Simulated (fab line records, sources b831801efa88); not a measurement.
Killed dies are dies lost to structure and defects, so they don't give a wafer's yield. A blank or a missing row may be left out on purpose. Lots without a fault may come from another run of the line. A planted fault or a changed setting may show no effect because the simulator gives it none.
Problem report in the 8D (eight disciplines) form, filled by code | flow gf180mcu | the parts of the form that need people (team, actions taken, sign-off) are left out

1. THE PROBLEM
dose_ions_cm2 at GF_DNWELL_IMPLANT_07 reads a mean of 9.718e+12 on 6 wafers of 2 lots; wafers without a fault read 9.997e+12 with a standard deviation of 1.2e+10. That is -23 standard deviations from the usual mean.
First seen on wafer L202.1, day 7 05:36, on implanter-02. The record holds 42 wafers of 14 lots with a number at this step. Rule for "out", or "out of limits": more than 4 standard deviations from the usual mean. The other wafers with a number count as sound.

2. WHAT IT IS AND WHAT IT IS NOT
question                    | is                     | is not
which readings at this step | dose_ions_cm2          | -
which lots                  | L202, L204             | L182, L183, L184, L185, L187, L189, L190, L192, L193, L194, L200, L203
which wafers of those lots  | all that have a number | -
read on which tools         | implanter-02           | implanter-01, implanter-03
when                        | from day 7 05:36       | up to then (33 sound wafers); but 3 sound wafers of L203 came after

3. SUSPECTS, AND WHAT RULES EACH OUT
Counting: a tool at a process step up to the reading stays a suspect if it ran every lot that is out and no sound lot after the first of them.
- implanter-02 at GF_DNWELL_IMPLANT_07: kept. It ran every lot that is out, first L202 (day 7 05:36), and no sound lot after that; its last sound lot up to then is L194 (day 5 08:58). Its own readings are out on those wafers: dose_ions_cm2.
Left after counting: implanter-02 at GF_DNWELL_IMPLANT_07.

4. THE CAUSE (what the simulator had put in)
Process parameter drift: implanter-02, from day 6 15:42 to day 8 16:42, at GF_DNWELL_IMPLANT_07. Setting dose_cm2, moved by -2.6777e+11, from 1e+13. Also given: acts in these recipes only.
Counting left only this tool.

5. THE CHAIN OF EFFECTS, in route order
Each row: a reading whose mean over the struck wafers that have a number lies more than 3 standard deviations from the usual. Only readings for which the record gives a usual standard deviation are gone through. hours: the time from each lot's start at the first step in this table that gives one to its start at this step, as a median over the lots. sigmas: the change in usual standard deviations.
hours | step                 | reading       | usual     | on struck wafers | change     | sigmas
0     | GF_DNWELL_IMPLANT_07 | dose_ions_cm2 | 9.997e+12 | 9.718e+12        | -2.793e+11 | -23
The process steps in it:
- GF_DNWELL_IMPLANT_07
Later measuring or inspecting steps at which every struck wafer that the step has a row for has a number for every such reading, and none has moved that far: GF_V1_THK_MEAS_01, GF_M3_THK_MEAS_06.

6. WHAT WOULD HAVE CAUGHT IT SOONER
In this record the first reading out of limits was taken at day 7 05:36, 14 hours after the fault began at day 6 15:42.
